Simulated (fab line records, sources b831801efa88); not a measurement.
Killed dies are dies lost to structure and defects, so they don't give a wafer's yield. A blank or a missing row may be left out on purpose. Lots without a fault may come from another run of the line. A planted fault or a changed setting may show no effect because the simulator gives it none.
Chamber matching | flow sky130 | SKY_PASSIVATION_CVD_02 on pecvd-04: 3 sister chambers
The step deposits Si3N4, target thk 540 nm. 24 wafers are shown with their chamber, then 12 later ones without.

WAFERS WITH THEIR CHAMBER
wafer  | chamber | heater_power_w (W)
L078.1 | 0       | 861
L078.2 | 2       | 609
L078.3 | 1       | 809
L078.4 | 1       | 858
L078.5 | 2       | 639
L078.6 | 0       | 884
L076.1 | 2       | 650
L076.4 | 1       | 770
L076.5 | 2       | 662
L077.1 | 0       | 989
L077.2 | 1       | 948
L077.4 | 2       | 536
L081.4 | 2       | 673
L081.5 | 0       | 775
L081.6 | 1       | 930
L083.3 | 0       | 856
L083.5 | 2       | 665
L083.6 | 1       | 948
L088.2 | 2       | 624
L088.3 | 1       | 902
L088.6 | 2       | 639
L090.1 | 2       | 591
L090.2 | 0       | 935
L090.6 | 0       | 969

SIGNATURES (means of the wafers above)
reading        | chamber 0 | chamber 1 | chamber 2 | scatter within a chamber
heater_power_w | 895.57    | 880.71    | 628.80    | 61.1
Rule: a wafer's distance from a chamber is the root of the sum, over the readings, of the square of ((its reading less the chamber's mean) divided by the reading's scatter). The wafer belongs to the nearest chamber; if the next one is less than 2 further off, it can't be placed. The scatter: the root of (the sum of the squares of (reading less its chamber's mean) over the shown wafers, divided by (wafers less chambers)).

WAFERS WITHOUT THEIR CHAMBER
wafer  | heater_power_w (W)
L091.1 | 612
L091.2 | 919
L091.3 | 943
L091.4 | 944
L091.5 | 973
L091.6 | 642
L092.1 | 823
L092.2 | 616
L092.3 | 943
L092.4 | 770
L092.5 | 643
L092.6 | 882

WHICH CHAMBER EACH WENT THROUGH
wafer  | from the rows above          | in truth
L091.1 | 2                            | 2
L091.2 | can't be placed: 0 or 1      | 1
L091.3 | can't be placed: 0 or 1      | 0
L091.4 | can't be placed: 0 or 1      | 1
L091.5 | can't be placed: 0 or 1      | 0
L091.6 | 2                            | 2
L092.1 | can't be placed: 1 or 0      | 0
L092.2 | 2                            | 2
L092.3 | can't be placed: 0 or 1      | 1
L092.4 | can't be placed: 1 or 0 or 2 | 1
L092.5 | 2                            | 2
L092.6 | can't be placed: 1 or 0      | 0
Placed correctly: 4 of 12. Can't be placed from these rows: 8 (the true chamber is among the candidates in 8). Placed wrongly: 0.
